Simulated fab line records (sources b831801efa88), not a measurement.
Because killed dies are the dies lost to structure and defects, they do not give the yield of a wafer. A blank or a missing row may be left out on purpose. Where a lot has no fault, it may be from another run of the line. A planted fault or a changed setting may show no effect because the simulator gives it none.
The tool behind it: which one?	flow gf180mcu	24 lots, 72 wafers sampled, at 3 steps of a route of 602

## WHAT THE GAUGES SHOWED, per wafer
GF_HV_LDD_OVL_MEAS_47.
lot	measured	on	HV_LDD_03_OVL (nm)
L074	day 12 02:52	overlay-01	0.7 2.2 -0.2
L075	day 12 13:14	overlay-02	-0.7 0.8 -0.9
L076	day 12 22:35	overlay-01	-1.2 1.6 -1.0
L077	day 13 06:20	overlay-01	0.3 -0.4 -1.0
L078	day 13 14:11	overlay-02	0.1 0.2 0.8
L079	day 14 02:56	overlay-01	-0.7 0.1 1.3
L080	day 14 04:50	overlay-01	0.3 -1.1 -1.0
L081	day 14 16:50	overlay-02	-0.2 -0.5 -0.7
L082	day 15 00:29	overlay-01	1.2 -0.5 0.1
L083	day 15 10:11	overlay-02	-0.5 0.5 2.5
L085	day 16 02:26	overlay-02	-1.4 -0.6 -1.9
L084	day 16 03:43	overlay-02	-0.2 -0.1 -0.2
L086	day 16 12:59	overlay-02	-0.4 1.6 -1.3
L087	day 16 16:13	overlay-02	-0.1 0.5 0.1
L088	day 17 00:46	overlay-01	0.9 0.9 0.0
L089	day 17 14:11	overlay-01	0.0 0.3 -1.2
L090	day 17 22:41	overlay-01	-0.9 -0.7 -1.0
L091	day 18 10:47	overlay-01	-0.5 -2.2 -0.8
L092	day 18 15:17	overlay-02	-1.0 -2.2 -1.3
L093	day 18 19:50	overlay-02	-0.5 -2.8 -1.3
L094	day 19 04:35	overlay-01	-1.6 -2.8 -0.9
L095	day 19 13:41	overlay-01	-0.9 -1.2 -2.4
L096	day 19 22:47	overlay-01	-1.3 -2.1 -1.3
L097	day 20 08:47	overlay-02	1.3 1.8 -0.6

GF_M1_THK_MEAS_06: measures by xrf.
lot	measured	on	M1_ALCU_THK (nm)
L074	day 15 21:27	film-metro-04	462 459 459
L075	day 16 08:04	film-metro-03	451 452 451
L076	day 16 18:30	film-metro-03	446 449 444
L077	day 17 02:38	film-metro-02	462 467 461
L078	day 17 12:59	film-metro-04	457 450 452
L079	day 18 02:28	film-metro-04	457 460 459
L080	day 18 05:04	film-metro-02	454 454 458
L081	day 18 17:34	film-metro-04	461 458 455
L082	day 19 02:35	film-metro-04	454 452 458
L083	day 19 14:55	film-metro-03	455 455 456
L085	day 20 08:02	film-metro-03	449 455 446
L084	day 20 09:46	film-metro-04	451 459 450
L086	day 20 20:16	film-metro-03	445 450 445
L087	day 20 23:54	film-metro-03	452 452 452
L088	day 21 06:30	film-metro-02	457 455 454
L089	day 21 21:48	film-metro-04	456 452 455
L090	day 22 04:44	film-metro-02	456 457 453
L091	day 22 18:01	film-metro-04	459 451 456
L092	day 22 23:53	film-metro-03	451 456 454
L093	day 23 02:35	film-metro-04	457 452 457
L094	day 23 10:54	film-metro-02	452 449 453
L095	day 23 20:08	film-metro-02	457 463 459
L096	day 24 03:28	film-metro-02	454 449 451
L097	day 24 12:42	film-metro-04	451 450 454

GF_V4_BOW_MEAS_05.
lot	measured	on	V4_BOW (um)
L074	day 23 05:04	film-metro-02	113 120 99
L075	day 23 16:22	film-metro-01	156 144 146
L076	day 24 03:12	film-metro-04	135 131 132
L077	day 24 09:04	film-metro-01	141 141 133
L078	day 24 21:30	film-metro-04	136 139 137
L079	day 25 07:04	film-metro-02	134 135 126
L080	day 25 11:02	film-metro-04	131 151 145
L081	day 25 23:17	film-metro-04	126 126 123
L082	day 26 03:45	film-metro-02	134 128 137
L083	day 26 16:08	film-metro-02	120 132 133
L085	day 27 07:01	film-metro-02	131 140 134
L084	day 27 08:37	film-metro-01	132 135 118
L086	day 27 17:37	film-metro-01	139 133 137
L087	day 27 19:59	film-metro-02	149 139 133
L088	day 28 01:25	film-metro-01	126 137 135
L089	day 28 15:42	film-metro-01	137 132 133
L090	day 28 21:39	film-metro-01	148 134 141
L091	day 29 06:05	film-metro-04	146 148 144
L092	day 29 12:55	film-metro-01	140 137 130
L093	day 29 13:26	film-metro-02	126 141 137
L094	day 29 21:11	film-metro-01	137 133 137
L095	day 30 04:24	film-metro-01	136 130 139
L096	day 30 11:42	film-metro-02	124 131 126
L097	day 30 18:26	film-metro-04	130 135 124

## TOOL THAT RAN EACH LOT (tool first, then ch and the chambers of the sampled wafers, then the start)
Record: no process step prior to these readings.

## AS READ BY THE TOOLS THEMSELVES (means over the sampled wafers that have a number; for cases with no such wafer, the mark the record gives instead)
The record holds no such reading with a usual standard deviation.

## THE ANSWER, worked out from the rows above alone
Rule: the usual values come from the lots themselves. Put in order of their means at a reading, lots are off if they are a third of the lots or fewer, leave a main group of 4 or more, and stand apart from it by a gap of 3 or more times the standard deviation of the main group's means; of several such gaps the widest counts. A main group whose means are all the same, to the digits that the tables above print for the reading, isn't used. Also off: a lot with no number at a reading for which 4 or more lots have one. All remaining lots with rows at the step are treated as sound. After the gauges, taken in route order, come the tools' own readings; for these a lot's mean is taken, as printed above. The first step at which some lot is off is used, and at that step the reading that is off furthest; a lot without a number counts as furthest.
Nothing can be told from this: no lot is off at any reading shown.

## WHAT HAD BEEN PUT IN BY THE SIMULATOR
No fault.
